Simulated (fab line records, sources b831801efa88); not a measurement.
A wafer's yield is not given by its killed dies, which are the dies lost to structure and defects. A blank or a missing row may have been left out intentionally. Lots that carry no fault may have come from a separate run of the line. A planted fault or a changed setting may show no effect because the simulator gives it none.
2 desks looking at one fault ; flow sfqLine ; each desk holds nothing but its own numbers, with what lay behind them at the end

== AT THE METROLOGY DESK ==
Means of the sampled wafers that have a number, per lot and without regard to the tool the lot ran on: this is what the gauges read. If a lot's mean is further than 4 standard deviations from the usual mean, the lot is out of limits and carries the mark OUT (the distance appears in the brackets).
Columns: A = M4_NB_RS at SFQ_M4_RS_MEAS_924, usual 0.892 ohm/sq; B = M4_OVL at SFQ_M4_OVL_MEAS_926, usual 1 nm
lot;first seen here;A;B
L996;day 43 13:31;0.885;-7
L999;day 45 10:08;0.872;3
L105;day 47 14:06;0.875;-1
L106;day 47 18:55;0.899;2
L108;day 48 16:36;0.892;4
L113;day 50 13:01;0.884;-3
L114;day 50 22:36;0.906;5
This desk found nothing out of limits on any of the 7 lots.

== TOOL OWNER'S DESK, rieMetal-04 ==
The tool's own readings at SFQ_TRILAYER_M4_BARC_OPEN_METAL_ETCH_123 (etches BARC in O2, target depth 125 nm, time 41.7 s): means of the sampled wafers that have a number, for each lot that ran on this tool. If a lot's mean is further than 4 standard deviations from the usual mean, the lot is out of limits and carries the mark OUT (the distance appears in the brackets).
Columns: A = drypumpMotorCurrentA at SFQ_TRILAYER_M4_BARC_OPEN_METAL_ETCH_123, usual 5.7 A; B = heBacksideLeakSccm at SFQ_TRILAYER_M4_BARC_OPEN_METAL_ETCH_123, usual 3.4 sccm; C = oesProductAu at SFQ_TRILAYER_M4_BARC_OPEN_METAL_ETCH_123, usual 0.685 a.u.
lot;first seen here;A;B;C
L999;day 45 16:23;6.0;3.3;0.683
L105;day 53 16:15;6.2;3.4;0.685
L106;day 53 19:52;6.2;3.2;0.680
L108;day 53 22:15;6.1;3.3;0.682
This desk found nothing out of limits on any of the 4 lots.

== BROUGHT TOGETHER ==
From the metrology desk's view, nothing was out of limits.
The tool owner's desk saw nothing out of limits.

== WHAT THE SIMULATOR PUT IN ==
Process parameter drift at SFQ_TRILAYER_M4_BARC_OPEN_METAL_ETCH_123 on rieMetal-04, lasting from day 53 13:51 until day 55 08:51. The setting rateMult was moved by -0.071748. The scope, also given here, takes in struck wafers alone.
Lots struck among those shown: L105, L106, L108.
